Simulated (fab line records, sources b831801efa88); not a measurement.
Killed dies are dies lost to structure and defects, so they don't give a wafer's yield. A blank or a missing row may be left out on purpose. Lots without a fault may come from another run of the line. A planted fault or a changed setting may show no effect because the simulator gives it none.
fab line records | flow sky130 | part 1 of 2: steps 1 to 31 of 46
record lots=5 wafers=15 last_day=50
route steps=708 shown VT_ADJUST_HVTR@137 VT_ADJUST_PCH@143 SONOS_TUNNEL@154 SONOS_ONO@168
lots that met no fault: from a run of the same line without faults
start_h: hours from the record's first day to the start of the lot's first wafer shown | wait_h: hours since the lot's step before | " the same as in the row above | L1.1+2: a row that stands for several wafers | - no value, or no start given | * or withheld: withheld | < > ~ a bound
route shown NAME@n: a module of which the file shows steps, and the number in the route of the first | usual: mean/standard deviation of fault-free wafers | same: alike in all rows | chamber/n: place in a boat | sites: the reading at each site | _std_site: their standard deviation | _edge_site: outer sites' mean less inner sites' | radius_mm: how far each site lies from the wafer's centre | mask NAME#n: copy n | behind: the tool/chamber that last shaped the wafer | hold: why the lot was held/for how many hours/how that ended | device: the transistor (n, p or np) that didn't switch | end of line: the same wafers' tests at the end of the route | a step without rows: its recipe alone | killed: dies lost to structure and defects at the first sort, not the wafer's yield | map: a wafer's dies, x killed, . not, _ none there
set.NAME: the setting as run; set.NAME@STEP: as run at that earlier step | model.NAME: the simulator's own value behind a step, which no gauge read
lots at some steps of the route; a table a step, a row a wafer
services: from which hour (start_h, from the record's first day; less than 0 if before it) a tool's chamber was out of use, for how many hours, and why
## steps
# step SKY_VT_ADJUST_HVTR_DEVELOP_06
# recipe develop_time_s=60 dev_temp_c=23
# columns lot.wafer tool chamber start_h wait_h
L074.1+2+3 litho_track-02 0 202.52 0.1
L086.1+5+6 litho_track-02 0 286.77 0.1
L090.3+4+6 litho_track-02 0 320.87 0.1
L092.2+3+4 litho_track-04 0 333.02 0.1
L095.1+2+3 litho_track-04 0 361.05 0.1
# step SKY_VT_ADJUST_HVTR_CD_MEAS_07
# recipe target_cd_nm=380
# usual cd_nm=379.7/2.2
# columns lot.wafer tool chamber start_h wait_h cd_nm
L074.1 cd_sem-02 - 202.67 0.1 381.1
L074.2 " - " " 379.1
L074.3 " - " " 378.6
L086.1 cd_sem-01 - 286.97 0.2 377.8
L086.5 " - " " 376.2
L086.6 " - " " 376.5
L090.3 cd_sem-01 - 321.01 0.1 378.4
L090.4 " - " " 377.5
L090.6 " - " " 375.7
L092.2 cd_sem-01 - 333.17 0.1 381.3
L092.3 " - " " 381.0
L092.4 " - " " 379.3
L095.1 cd_sem-02 - 361.20 0.1 379.0
L095.2 " - " " 376.1
L095.3 " - " " 379.0
# step SKY_VT_ADJUST_HVTR_OVL_MEAS_08
# usual VT_ADJUST_HVTR_OVL=0.0/1.3
# columns lot.wafer tool chamber start_h wait_h VT_ADJUST_HVTR_OVL[nm]
L074.1 overlay-01 - 202.79 0.1 1.4
L074.2 " - " " -0.1
L074.3 " - " " -1.4
L086.1 overlay-02 - 287.09 0.1 0.3
L086.5 " - " " -1.0
L086.6 " - " " -0.7
L090.3 overlay-02 - 321.10 0.1 -2.0
L090.4 " - " " 1.9
L090.6 " - " " -0.6
L092.2 overlay-02 - 333.27 0.1 1.6
L092.3 " - " " 1.0
L092.4 " - " " 0.1
L095.1 overlay-01 - 361.32 0.1 0.3
L095.2 " - " " 1.2
L095.3 " - " " -0.5
# step SKY_VT_ADJUST_HVTR_IMPLANT_09
# recipe species=B energy_kev=10 dose_cm2=2.1e+12 tilt_deg=withheld
# usual dose_ions_cm2=2.1002e+12/2.8e+09
# columns lot.wafer tool chamber start_h wait_h dose_ions_cm2
L074.1 implanter-04 0 202.82 0.0 2.1008e+12
L074.2 " 0 " " 2.0994e+12
L074.3 " 0 " " 2.0972e+12
L086.1 implanter-02 0 287.13 0.0 2.1039e+12
L086.5 " 0 " " 2.102e+12
L086.6 " 0 " " 2.1007e+12
L090.3 implanter-04 0 321.17 0.1 2.0996e+12
L090.4 " 0 " " 2.1008e+12
L090.6 " 0 " " 2.1031e+12
L092.2 implanter-02 0 333.33 0.0 2.0985e+12
L092.3 " 0 " " 2.0995e+12
L092.4 " 0 " " 2.0979e+12
L095.1 implanter-02 0 361.35 0.0 2.0963e+12
L095.2 " 0 " " 2.0971e+12
L095.3 " 0 " " 2.098e+12
# step SKY_VT_ADJUST_HVTR_STRIP_10
# recipe chemistry=O2/N2 power_w=1400 pressure_mtorr=1500 platen_temp_c=withheld o2_flow_sccm=3000 n2_flow_sccm=300 overash_fraction=0.5
# usual drypump_motor_current_A=5.6/0.55 n2_flow_sccm=300.1/0.84 oes_product_au=0.715/0.0039 strip_time_to_endpoint_s=14.16/0.037
# columns lot.wafer tool chamber start_h wait_h drypump_motor_current_A n2_flow_sccm oes_product_au rf_hours_counter_h strip_time_to_endpoint_s
L074.1 plasma_asher-04 1 202.97 0.1 5.3 300.6 0.709 38 14.13
L074.2 " 0 " " 5.0 300.8 0.718 38 14.14
L074.3 " 0 " " 5.0 301.3 0.719 - 14.08
L086.1 plasma_asher-02 0 287.28 0.1 5.6 300.0 0.714 62 14.13
L086.5 " 0 " " 5.6 300.6 0.719 - 14.11
L086.6 " 1 " " 5.4 299.5 0.713 - 14.12
L090.3 plasma_asher-04 1 321.31 0.1 5.3 299.3 0.716 - 14.16
L090.4 " 0 " " 5.0 298.7 0.711 - 14.17
L090.6 " 0 " " 5.0 300.3 0.716 - 14.15
L092.2 plasma_asher-01 1 333.45 0.1 6.0 300.1 0.717 63 14.12
L092.3 " 0 " " 6.6 298.6 0.716 - 14.10
L092.4 " 1 " " 6.0 300.3 0.713 - 14.11
L095.1 plasma_asher-01 1 361.50 0.1 6.0 301.8 0.708 66 14.17
L095.2 " 0 " " 6.6 300.9 0.714 66 14.17
L095.3 " 1 " " 6.0 301.1 0.710 - 14.16
# step SKY_VT_ADJUST_HVTR_TW_MEAS_11
# usual VT_ADJUST_HVTR_TW=212.3/1
# columns lot.wafer tool chamber start_h wait_h VT_ADJUST_HVTR_TW
L074.1 film_metro-03 - 203.07 0.1 211.4
L074.2 " - " " 211.1
L074.3 " - " " 211.1
L086.1 film_metro-03 - 287.38 0.1 212.3
L086.5 " - " " 211.6
L086.6 " - " " 211.9
L090.3 film_metro-01 - 321.39 0.1 213.9
L090.4 " - " " 213.2
L090.6 " - " " 213.3
L092.2 film_metro-01 - 333.56 0.1 212.8
L092.3 " - " " 212.9
L092.4 " - " " 214.2
L095.1 film_metro-03 - 361.60 0.1 212.7
L095.2 " - " " 212.2
L095.3 " - " " 213.1
# step SKY_VT_ADJUST_PCH_DEHYDRATE_00
# recipe temp_c=200 time_s=60
# columns lot.wafer tool chamber start_h wait_h
L074.1+2+3 litho_track-01 0 213.07 10.0
L086.1+5+6 litho_track-01 0 299.67 12.3
L090.3+4+6 litho_track-03 0 333.73 12.3
L092.2+3+4 litho_track-01 0 346.55 13.0
L095.1+2+3 litho_track-01 0 375.62 14.0
# step SKY_VT_ADJUST_PCH_HMDS_01
# recipe prime_time_s=60 prime_temp_c=120
# columns lot.wafer tool chamber start_h wait_h
L074.1+2+3 litho_track-01 0 213.22 0.1
L086.1+5+6 litho_track-01 0 299.82 0.1
L090.3+4+6 litho_track-03 0 333.88 0.1
L092.2+3+4 litho_track-01 0 346.70 0.1
L095.1+2+3 litho_track-01 0 375.77 0.1
# step SKY_VT_ADJUST_PCH_COAT_02
# recipe spin_rpm=2000 resist_thk_nm=3000
# columns lot.wafer tool chamber start_h wait_h
L074.1+2+3 litho_track-01 0 213.37 0.1
L086.1+5+6 litho_track-01 0 299.97 0.1
L090.3+4+6 litho_track-03 0 334.03 0.1
L092.2+3+4 litho_track-01 0 346.85 0.1
L095.1+2+3 litho_track-01 0 375.92 0.1
# step SKY_VT_ADJUST_PCH_SOFTBAKE_03
# recipe temp_c=110 time_s=withheld
# columns lot.wafer tool chamber start_h wait_h
L074.1+2+3 litho_track-01 0 213.52 0.1
L086.1+5+6 litho_track-01 0 300.12 0.1
L090.3+4+6 litho_track-03 0 334.20 0.1
L092.2+3+4 litho_track-01 0 347.01 0.1
L095.1+2+3 litho_track-01 0 376.07 0.1
# step SKY_VT_ADJUST_PCH_EXPOSE_04
# recipe mask_id=NWM na=0.6 source_shape=conventional sigma_outer=0.6 polarization=unpolarized target_cd_nm=840 dose_mj=255
# columns lot.wafer tool chamber start_h wait_h mask
L074.1+2+3 iline_stepper-01 0 - - NWM#0
L086.1+5+6 iline_stepper-02 0 - - NWM#0
L090.3+4+6 iline_stepper-01 0 - - NWM#0
L092.2+3+4 iline_stepper-01 0 - - NWM#0
L095.1+2+3 iline_stepper-01 0 - - NWM#0
# step SKY_VT_ADJUST_PCH_PEB_05
# recipe temp_c=115 time_s=withheld
# columns lot.wafer tool chamber start_h wait_h
L074.1+2+3 litho_track-01 0 - -
L086.1+5+6 litho_track-04 0 - -
L090.3+4+6 litho_track-01 0 - -
L092.2+3+4 litho_track-04 0 - -
L095.1+2+3 litho_track-04 0 - -
# step SKY_VT_ADJUST_PCH_DEVELOP_06
# recipe wall_angle_deg=90 developer=TMAH develop_time_s=60 dev_temp_c=23
# columns lot.wafer tool chamber start_h wait_h
L074.1+2+3 litho_track-01 0 - -
L086.1+5+6 litho_track-04 0 - -
L090.3+4+6 litho_track-01 0 - -
L092.2+3+4 litho_track-04 0 - -
L095.1+2+3 litho_track-04 0 - -
# step SKY_VT_ADJUST_PCH_OVL_MEAS_07
# usual VT_ADJUST_PCH_OVL=0.1/1.2
# columns lot.wafer tool chamber start_h wait_h VT_ADJUST_PCH_OVL[nm]
L074.1 overlay-01 - 224.97 - -0.5
L074.2 " - " " 0.6
L074.3 " - " " 1.5
L086.1 overlay-01 - 312.70 - -0.1
L086.5 " - " " 0.2
L086.6 " - " " 1.3
L090.3 overlay-01 - 347.53 - -1.9
L090.4 " - " " -0.9
L090.6 " - " " 2.2
L092.2 overlay-01 - 360.55 - -1.8
L092.3 " - " " 0.8
L092.4 " - " " -0.5
L095.1 overlay-02 - 389.55 - -0.3
L095.2 " - " " -0.9
L095.3 " - " " -0.9
# step SKY_VT_ADJUST_PCH_IMPLANT_08
# recipe species=B energy_kev=10 dose_cm2=5e+11 tilt_deg=withheld
# usual dose_ions_cm2=5e+11/5.6e+08
# columns lot.wafer tool chamber start_h wait_h dose_ions_cm2
L074.1 implanter-01 0 225.01 0.0 4.998e+11
L074.2 " 0 " " 4.996e+11
L074.3 " 0 " " 4.985e+11
L086.1 implanter-03 0 312.73 0.0 5.007e+11
L086.5 " 0 " " 4.993e+11
L086.6 " 0 " " 4.996e+11
L090.3 implanter-01 0 347.61 0.1 5.003e+11
L090.4 " 0 " " 4.998e+11
L090.6 " 0 " " 5.007e+11
L092.2 implanter-02 0 360.61 0.0 5.004e+11
L092.3 " 0 " " 4.995e+11
L092.4 " 0 " " 5.011e+11
L095.1 implanter-03 0 389.58 0.0 5e+11
L095.2 " 0 " " 5.01e+11
L095.3 " 0 " " 5.011e+11
# step SKY_VT_ADJUST_PCH_STRIP_09
# recipe chemistry=O2/N2 power_w=1400 pressure_mtorr=1500 platen_temp_c=withheld o2_flow_sccm=3000 n2_flow_sccm=300 overash_fraction=0.5
# usual drypump_motor_current_A=6.1/0.46 n2_flow_sccm=300.0/0.88 oes_product_au=0.723/0.0043 strip_time_to_endpoint_s=36.91/0.13
# columns lot.wafer tool chamber start_h wait_h drypump_motor_current_A n2_flow_sccm oes_product_au rf_hours_counter_h strip_time_to_endpoint_s
L074.1 plasma_asher-01 1 225.16 0.1 6.0 300.7 0.722 52 36.86
L074.2 " 0 " " 6.6 300.3 0.719 52 36.90
L074.3 " 0 " " 6.6 300.7 0.727 - 36.90
L086.1 plasma_asher-01 0 312.88 0.1 6.6 299.5 0.716 61 36.68
L086.5 " 0 " " 6.6 300.5 0.715 - 36.77
L086.6 " 1 " " 6.0 299.0 0.720 - 36.79
L090.3 plasma_asher-01 0 347.74 0.1 6.6 301.6 0.729 - 36.76
L090.4 " 1 " " 6.0 299.6 0.720 - 36.82
L090.6 " 0 " " 6.6 301.1 0.717 - 36.82
L092.2 plasma_asher-01 1 360.73 0.1 6.0 300.6 0.720 66 36.86
L092.3 " 1 " " 6.0 299.7 0.715 - 36.76
L092.4 " 0 " " 6.6 299.9 0.722 - 36.81
L095.1 plasma_asher-02 0 389.73 0.1 5.6 301.4 0.725 73 36.98
L095.2 " 1 " " 5.4 300.8 0.722 73 36.99
L095.3 " 1 " " 5.3 300.2 0.727 - 36.97
# step SKY_VT_ADJUST_PCH_TW_MEAS_10
# usual VT_ADJUST_PCH_TW=142.7/1.4
# columns lot.wafer tool chamber start_h wait_h VT_ADJUST_PCH_TW
L074.1 film_metro-01 - 225.26 0.1 143.3
L074.2 " - " " 144.1
L074.3 " - " " 143.8
L086.1 film_metro-03 - 312.98 0.1 144.2
L086.5 " - " " 144.2
L086.6 " - " " 143.6
L090.3 film_metro-04 - 347.83 0.1 141.0
L090.4 " - " " 141.0
L090.6 " - " " 141.5
L092.2 film_metro-03 - 360.84 0.1 144.7
L092.3 " - " " 145.1
L092.4 " - " " 144.0
L095.1 film_metro-04 - 389.83 0.1 141.0
L095.2 " - " " 141.0
L095.3 " - " " 141.9
# step SKY_SONOS_TUNNEL_DEHYDRATE_00
# recipe temp_c=200 time_s=60
# columns lot.wafer tool chamber start_h wait_h
L074.1+2+3 litho_track-03 0 235.98 10.7
L086.1+5+6 litho_track-02 0 326.22 13.2
L090.3+4+6 litho_track-02 0 360.97 13.1
L092.2+3+4 litho_track-02 0 374.39 13.5
L095.1+2+3 litho_track-02 0 403.47 13.6
# step SKY_SONOS_TUNNEL_HMDS_01
# recipe prime_time_s=60 prime_temp_c=120
# columns lot.wafer tool chamber start_h wait_h
L074.1+2+3 litho_track-03 0 236.13 0.1
L086.1+5+6 litho_track-02 0 326.37 0.1
L090.3+4+6 litho_track-02 0 361.12 0.1
L092.2+3+4 litho_track-02 0 374.54 0.1
L095.1+2+3 litho_track-02 0 403.62 0.1
# step SKY_SONOS_TUNNEL_COAT_02
# recipe resist=NOVOLAK spin_rpm=3000 resist_thk_nm=1140
# columns lot.wafer tool chamber start_h wait_h
L074.1+2+3 litho_track-03 0 236.28 0.1
L086.1+5+6 litho_track-02 0 326.52 0.1
L090.3+4+6 litho_track-02 0 361.27 0.1
L092.2+3+4 litho_track-02 0 374.69 0.1
L095.1+2+3 litho_track-02 0 403.77 0.1
# step SKY_SONOS_TUNNEL_SOFTBAKE_03
# recipe temp_c=90 time_s=60 resist=NOVOLAK
# columns lot.wafer tool chamber start_h wait_h
L074.1+2+3 litho_track-03 0 236.43 0.1
L086.1+5+6 litho_track-02 0 326.67 0.1
L090.3+4+6 litho_track-02 0 361.42 0.1
L092.2+3+4 litho_track-02 0 374.84 0.1
L095.1+2+3 litho_track-02 0 403.92 0.1
# step SKY_SONOS_TUNNEL_EXPOSE_04
# recipe mask_id=TUNM na=0.6 source_shape=conventional sigma_outer=0.6 polarization=unpolarized target_cd_nm=410 dose_mj=136
# columns lot.wafer tool chamber start_h wait_h mask
L074.1+2+3 iline_stepper-02 0 - - TUNM#0
L086.1+5+6 iline_stepper-02 0 - - TUNM#0
L090.3+4+6 iline_stepper-02 0 - - TUNM#0
L092.2+3+4 iline_stepper-01 0 - - TUNM#0
L095.1+2+3 iline_stepper-01 0 - - TUNM#0
# step SKY_SONOS_TUNNEL_PEB_05
# recipe temp_c=withheld time_s=* resist=NOVOLAK
# columns lot.wafer tool chamber start_h wait_h
L074.1+2+3 litho_track-01 0 - -
L086.1+5+6 litho_track-01 0 - -
L090.3+4+6 litho_track-02 0 - -
L092.2+3+4 litho_track-03 0 - -
L095.1+2+3 litho_track-02 0 - -
# step SKY_SONOS_TUNNEL_DEVELOP_06
# recipe resist=NOVOLAK developer=TMAH develop_time_s=60 dev_temp_c=23
# columns lot.wafer tool chamber start_h wait_h
L074.1+2+3 litho_track-01 0 248.47 0.1
L086.1+5+6 litho_track-01 0 339.57 0.1
L090.3+4+6 litho_track-02 0 375.47 0.1
L092.2+3+4 litho_track-03 0 388.00 0.1
L095.1+2+3 litho_track-02 0 419.17 0.1
# step SKY_SONOS_TUNNEL_CD_MEAS_07
# recipe target_cd_nm=410
# usual cd_nm=409.4/2.3
# columns lot.wafer tool chamber start_h wait_h cd_nm
L074.1 cd_sem-02 - 248.62 0.1 409.0
L074.2 " - " " 410.8
L074.3 " - " " 410.1
L086.1 cd_sem-01 - 339.72 0.1 409.0
L086.5 " - " " 409.9
L086.6 " - " " 408.3
L090.3 cd_sem-01 - 375.61 0.1 413.9
L090.4 " - " " 412.4
L090.6 " - " " 411.9
L092.2 cd_sem-01 - 388.15 0.1 407.1
L092.3 " - " " 405.7
L092.4 " - " " 405.9
L095.1 cd_sem-02 - 419.32 0.1 409.0
L095.2 " - " " 410.6
L095.3 " - " " 409.7
# step SKY_SONOS_TUNNEL_OVL_MEAS_08
# usual SONOS_TUNNEL_OVL=0.7/1.3
# columns lot.wafer tool chamber start_h wait_h SONOS_TUNNEL_OVL[nm]
L074.1 overlay-02 - 248.75 0.1 4.3
L074.2 " - " " 2.2
L074.3 " - " " 2.5
L086.1 overlay-01 - 339.84 0.1 1.3
L086.5 " - " " -0.8
L086.6 " - " " 0.8
L090.3 overlay-01 - 375.70 0.1 0.2
L090.4 " - " " 1.4
L090.6 " - " " -1.0
L092.2 overlay-02 - 388.26 0.1 1.2
L092.3 " - " " -1.2
L092.4 " - " " -0.3
L095.1 overlay-02 - 419.44 0.1 0.1
L095.2 " - " " 2.2
L095.3 " - " " 1.6
# step SKY_SONOS_TUNNEL_IMPLANT_09
# recipe species=B energy_kev=20 dose_cm2=1e+12 tilt_deg=withheld
# usual dose_ions_cm2=1e+12/1e+09
# columns lot.wafer tool chamber start_h wait_h dose_ions_cm2
L074.1 implanter-04 0 248.79 0.0 1.0008e+12
L074.2 " 0 " " 1.0002e+12
L074.3 " 0 " " 1.0003e+12
L086.1 implanter-01 0 339.88 0.0 9.987e+11
L086.5 " 0 " " 9.993e+11
L086.6 " 0 " " 1.0012e+12
L090.3 implanter-04 0 375.77 0.1 9.995e+11
L090.4 " 0 " " 1e+12
L090.6 " 0 " " 1.0007e+12
L092.2 implanter-04 0 388.31 0.0 1.0003e+12
L092.3 " 0 " " 1.0012e+12
L092.4 " 0 " " 1.0008e+12
L095.1 implanter-03 0 419.47 0.0 9.977e+11
L095.2 " 0 " " 9.988e+11
L095.3 " 0 " " 9.996e+11
# step SKY_SONOS_TUNNEL_WET_ETCH_10
# recipe chemistry=dHF target_depth_nm=14 target=SiO2 dilution=100:1 temp_c=25 time_s=280
# usual bath_heat_duty_pct=6.2/0.69
# columns lot.wafer tool chamber start_h wait_h bath_heat_duty_pct
L074.1 wet_bench-02 2 248.94 0.1 5.5
L074.2 " 2 " " 5.4
L074.3 " 2 " " 6.9
L086.1 wet_bench-02 2 340.03 0.1 6.4
L086.5 " 2 " " 6.2
L086.6 " 2 " " 6.6
L090.3 wet_bench-01 2 375.87 0.1 5.6
L090.4 " 2 " " 5.8
L090.6 " 2 " " 6.2
L092.2 wet_bench-04 0 388.44 0.1 7.4
L092.3 " 0 " " 6.8
L092.4 " 0 " " 6.8
L095.1 wet_bench-04 3 419.62 0.1 5.5
L095.2 " 3 " " 5.2
L095.3 " 3 " " 4.9
# step SKY_SONOS_TUNNEL_STRIP_11
# recipe chemistry=SPM time_s=600 temp_c=130
# usual bath_heat_duty_pct=14.4/1.2
# columns lot.wafer tool chamber start_h wait_h bath_heat_duty_pct
L074.1 wet_bench-04 2 249.02 0.0 16.7
L074.2 " 2 " " 14.6
L074.3 " 2 " " 14.9
L086.1 wet_bench-04 1 340.12 0.0 16.1
L086.5 " 1 " " 15.0
L086.6 " 1 " " 15.2
L090.3 wet_bench-04 0 375.97 0.0 15.9
L090.4 " 0 " " 14.3
L090.6 " 0 " " 15.8
L092.2 wet_bench-02 2 388.52 0.0 15.0
L092.3 " 2 " " 15.6
L092.4 " 2 " " 14.6
L095.1 wet_bench-02 0 419.72 0.0 12.4
L095.2 " 0 " " 13.2
L095.3 " 0 " " 13.8
# step SKY_SONOS_TUNNEL_TW_MEAS_12
# usual SONOS_TUNNEL_TW=196.9/1.6
# columns lot.wafer tool chamber start_h wait_h SONOS_TUNNEL_TW
L074.1 film_metro-04 - 249.20 0.0 195.7
L074.2 " - " " 196.5
L074.3 " - " " 195.6
L086.1 film_metro-03 - 340.30 0.0 197.8
L086.5 " - " " 198.0
L086.6 " - " " 197.8
L090.3 film_metro-02 - 376.17 0.0 198.7
L090.4 " - " " 198.1
L090.6 " - " " 197.9
L092.2 film_metro-04 - 388.71 0.0 194.4
L092.3 " - " " 195.0
L092.4 " - " " 195.3
L095.1 film_metro-04 - 419.90 0.0 194.8
L095.2 " - " " 195.5
L095.3 " - " " 194.7
# step SKY_SONOS_TUNNEL_CLEAN_13
# recipe chemistry=dHF time_s=20 dilution=100:1 dry=ipa_marangoni
# columns lot.wafer tool chamber start_h wait_h
L074.1+2+3 wet_bench-01 1 249.26 0.1
L086.1+5+6 wet_bench-01 3 340.36 0.1
L090.3+4+6 wet_bench-02 3 376.21 0.0
L092.2+3+4 wet_bench-01 2 388.76 0.0
L095.1+2+3 wet_bench-01 0 419.96 0.1
